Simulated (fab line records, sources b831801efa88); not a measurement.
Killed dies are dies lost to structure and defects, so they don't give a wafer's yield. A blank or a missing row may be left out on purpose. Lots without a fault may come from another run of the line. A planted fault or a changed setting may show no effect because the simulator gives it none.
Which tool did it? | flow sky130 | 11 lots, 33 wafers sampled, at 5 steps of a route of 708

WHAT THE GAUGES READ, wafer by wafer
SKY_VIA4_OVL_MEAS_11. Usual: VIA4_OVL 0.3 nm, standard deviation 1.4.
lot  | measured     | on         | VIA4_OVL (nm)  | flag
L486 | day 43 04:17 | overlay-01 | -3.0 -2.0 -1.4 |
L490 | day 44 13:25 | overlay-02 | 0.9 1.3 2.3    |
L491 | day 44 15:53 | overlay-02 | -0.6 -1.7 -1.4 |
L492 | day 45 07:27 | overlay-02 | 1.5 1.8 0.2    |
L493 | day 45 09:11 | overlay-02 | 0.3 0.7 1.4    |
L496 | day 46 10:14 | overlay-01 | -1.1 -0.8 -1.2 |
L500 | day 46 23:47 | overlay-02 | 1.1 1.4 0.6    |
L503 | day 47 07:29 | overlay-02 | 1.2 1.5 -1.2   |
L505 | day 47 23:32 | overlay-02 | -0.1 0.3 1.8   |
L506 | day 48 05:32 | overlay-02 | 2.4 0.1 0.1    |
L509 | day 48 22:04 | overlay-02 | 0.9 1.6 1.8    |

WHICH TOOL RAN EACH LOT (tool, then ch and the chambers of the sampled wafers, then the start)
lot  | SKY_VIA3_CMP_02               | SKY_METAL4_SPUTTER_02        | SKY_CAP2M_STRIP_14                   | SKY_METAL4_METAL_ETCH_18
L486 | cmp-02 ch 0,2,3, day 39 01:02 | pvd_sputter-02, day 40 03:06 | plasma_asher-04 ch 0,1, day 41 03:48 | rie_metal-03 ch 0,1, day 42 04:13
L490 | cmp-02 ch 0,2,3, day 40 13:35 | pvd_sputter-03, day 41 15:33 | plasma_asher-04 ch 0,1, day 42 15:30 | rie_metal-02 ch 0, day 43 15:09
L491 | cmp-01 ch 0,3, day 40 14:37   | pvd_sputter-04, day 41 16:49 | plasma_asher-02 ch 0,1, day 42 16:45 | rie_metal-01 ch 0,1, day 43 16:22
L492 | cmp-02 ch 0,1, day 41 10:13   | pvd_sputter-04, day 42 11:30 | plasma_asher-04 ch 0,1, day 43 10:01 | rie_metal-03 ch 0,1, day 44 09:23
L493 | cmp-01 ch 1,2,3, day 41 10:44 | pvd_sputter-04, day 42 12:01 | plasma_asher-04 ch 0,1, day 43 10:53 | rie_metal-01 ch 0,1, day 44 10:11
L496 | cmp-01 ch 0,1,3, day 42 14:35 | pvd_sputter-02, day 43 15:00 | plasma_asher-01 ch 0,1, day 44 13:14 | rie_metal-02 ch 0,1, day 45 11:49
L500 | cmp-01 ch 0,1,3, day 43 06:00 | pvd_sputter-02, day 44 05:47 | plasma_asher-01 ch 0,1, day 45 03:27 | rie_metal-03 ch 0,1, day 46 01:44
L503 | cmp-02 ch 0,3, day 43 13:22   | pvd_sputter-02, day 44 13:55 | plasma_asher-04 ch 0,1, day 45 11:35 | rie_metal-01 ch 1, day 46 09:31
L505 | cmp-01 ch 0,1,3, day 44 07:47 | pvd_sputter-02, day 45 07:31 | plasma_asher-01 ch 1, day 46 04:41   | rie_metal-02 ch 0,1, day 47 02:22
L506 | cmp-01 ch 1,2,3, day 44 13:42 | pvd_sputter-04, day 45 13:09 | plasma_asher-02 ch 0,1, day 46 10:49 | rie_metal-03 ch 0,1, day 47 08:50
L509 | cmp-01 ch 1,2,3, day 45 08:52 | pvd_sputter-04, day 46 08:36 | plasma_asher-04 ch 0,1, day 47 05:02 | rie_metal-02 ch 0,1, day 48 02:00
- SKY_VIA3_CMP_02: polishes SiO2.
- SKY_METAL4_SPUTTER_02: material AlCu, target thk 735 nm, time 39.1 s.
- SKY_CAP2M_STRIP_14: strips in O2/N2.
- SKY_METAL4_METAL_ETCH_18: etches the open film in Cl2/BCl3, stops on SiO2, target depth 845 nm, time 183.1 s.

WHAT THE TOOLS THEMSELVES READ (means of the sampled wafers that have a number; where no wafer has one, the mark that the record gives instead)
SKY_VIA3_CMP_02. Usual: edge_zone_pressure_frac 1.000, standard deviation 0.0049; motor_current_A 12.0 A, standard deviation 1.3.
lot  | tool   | edge_zone_pressure_frac | motor_current_A (A) | flag
L486 | cmp-02 | 1.004                   | 12.5                |
L490 | cmp-02 | 0.998                   | 12.3                |
L491 | cmp-01 | 1.001                   | 12.4                |
L492 | cmp-02 | 1.002                   | 12.6                |
L493 | cmp-01 | 1.000                   | 11.4                |
L496 | cmp-01 | 1.001                   | 12.8                |
L500 | cmp-01 | 1.002                   | 12.6                |
L503 | cmp-02 | 1.004                   | 11.6                |
L505 | cmp-01 | 1.002                   | 12.6                |
L506 | cmp-01 | 0.995                   | 11.1                |
L509 | cmp-01 | 1.005                   | 11.5                |

SKY_METAL4_SPUTTER_02. Usual: throttle_valve_pct 30.1 %, standard deviation 0.86.
lot  | tool           | throttle_valve_pct (%) | flag
L486 | pvd_sputter-02 | 30.1                   |
L490 | pvd_sputter-03 | 30.3                   |
L491 | pvd_sputter-04 | 29.2                   |
L492 | pvd_sputter-04 | 29.5                   |
L493 | pvd_sputter-04 | 29.6                   |
L496 | pvd_sputter-02 | 29.8                   |
L500 | pvd_sputter-02 | 29.9                   |
L503 | pvd_sputter-02 | 30.1                   |
L505 | pvd_sputter-02 | 29.9                   |
L506 | pvd_sputter-04 | 29.2                   |
L509 | pvd_sputter-04 | 29.9                   |

SKY_CAP2M_STRIP_14. Usual: drypump_motor_current_A 5.6 A, standard deviation 0.36; oes_product_au 0.710 a.u., standard deviation 0.0045; strip_time_to_endpoint_s 12.65 s, standard deviation 0.046.
lot  | tool            | drypump_motor_current_A (A) | oes_product_au (a.u.) | strip_time_to_endpoint_s (s) | flag
L486 | plasma_asher-04 | 5.5                         | 0.714                 | 12.63                        |
L490 | plasma_asher-04 | 5.7                         | 0.711                 | 12.65                        |
L491 | plasma_asher-02 | 6.1                         | 0.712                 | 12.67                        |
L492 | plasma_asher-04 | 5.7                         | 0.710                 | 12.76                        |
L493 | plasma_asher-04 | 5.7                         | 0.713                 | 12.59                        |
L496 | plasma_asher-01 | 5.3                         | 0.712                 | 12.69                        |
L500 | plasma_asher-01 | 5.3                         | 0.709                 | 12.66                        |
L503 | plasma_asher-04 | 5.5                         | 0.716                 | 12.63                        |
L505 | plasma_asher-01 | 5.3                         | 0.709                 | 12.62                        |
L506 | plasma_asher-02 | 5.7                         | 0.709                 | 12.64                        |
L509 | plasma_asher-04 | 5.7                         | 0.710                 | 12.69                        |

SKY_METAL4_METAL_ETCH_18. Usual: bcl3_flow_sccm 30.00 sccm, standard deviation 0.088; drypump_motor_current_A 5.8 A, standard deviation 0.63; oes_product_au 0.864 a.u., standard deviation 0.0065; throttle_valve_pct 22.265 %, standard deviation 0.0096.
lot  | tool         | bcl3_flow_sccm (sccm) | drypump_motor_current_A (A) | oes_product_au (a.u.) | throttle_valve_pct (%) | flag
L486 | rie_metal-03 | 29.98                 | 5.9                         | 0.869                 | 22.271                 |
L490 | rie_metal-02 | 29.97                 | 4.9                         | 0.873                 | 22.275                 |
L491 | rie_metal-01 | 30.05                 | 6.3                         | 0.867                 | 22.263                 |
L492 | rie_metal-03 | 29.99                 | 6.0                         | 0.875                 | 22.267                 |
L493 | rie_metal-01 | 29.93                 | 6.4                         | 0.860                 | 22.261                 |
L496 | rie_metal-02 | 29.91                 | 5.4                         | 0.861                 | 22.269                 |
L500 | rie_metal-03 | 29.86                 | 6.0                         | 0.829                 | 22.263                 | OFF
L503 | rie_metal-01 | 29.89                 | 6.3                         | 0.823                 | 22.260                 | OFF
L505 | rie_metal-02 | 30.02                 | 5.4                         | 0.826                 | 22.260                 | OFF
L506 | rie_metal-03 | 30.02                 | 5.6                         | 0.868                 | 22.260                 |
L509 | rie_metal-02 | 30.01                 | 5.2                         | 0.864                 | 22.260                 |

THE ANSWER, worked out from the rows above alone
Rule: a lot is off if the mean of its wafers that have a number lies more than 3 standard deviations from the usual mean. A lot without any number at a reading at which 4 lots or more have one is off too. The other lots that the step has rows for count as sound. The gauges are gone through in route order, then the tools' own readings, and for those a lot's mean is taken as printed above. The first step at which some lot is off is used, and at that step the reading that is off furthest; a lot without a number counts as furthest.
Off: L500, L503, L505, at SKY_METAL4_METAL_ETCH_18 (oes_product_au).
A tool fits if, at that step or a process step before it, it ran every lot that is off, and no sound lot after the first of them. One fits: pvd_sputter-02 at SKY_METAL4_SPUTTER_02. Its last sound lot is L496 (day 43 15:00), its first lot that is off L500 (day 44 05:47): a fault that began between those two fits.

WHAT THE SIMULATOR HAD PUT IN
Process parameter drift: pvd_sputter-02, from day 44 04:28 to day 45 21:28, at SKY_METAL4_SPUTTER_02. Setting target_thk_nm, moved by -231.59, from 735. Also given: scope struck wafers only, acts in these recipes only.
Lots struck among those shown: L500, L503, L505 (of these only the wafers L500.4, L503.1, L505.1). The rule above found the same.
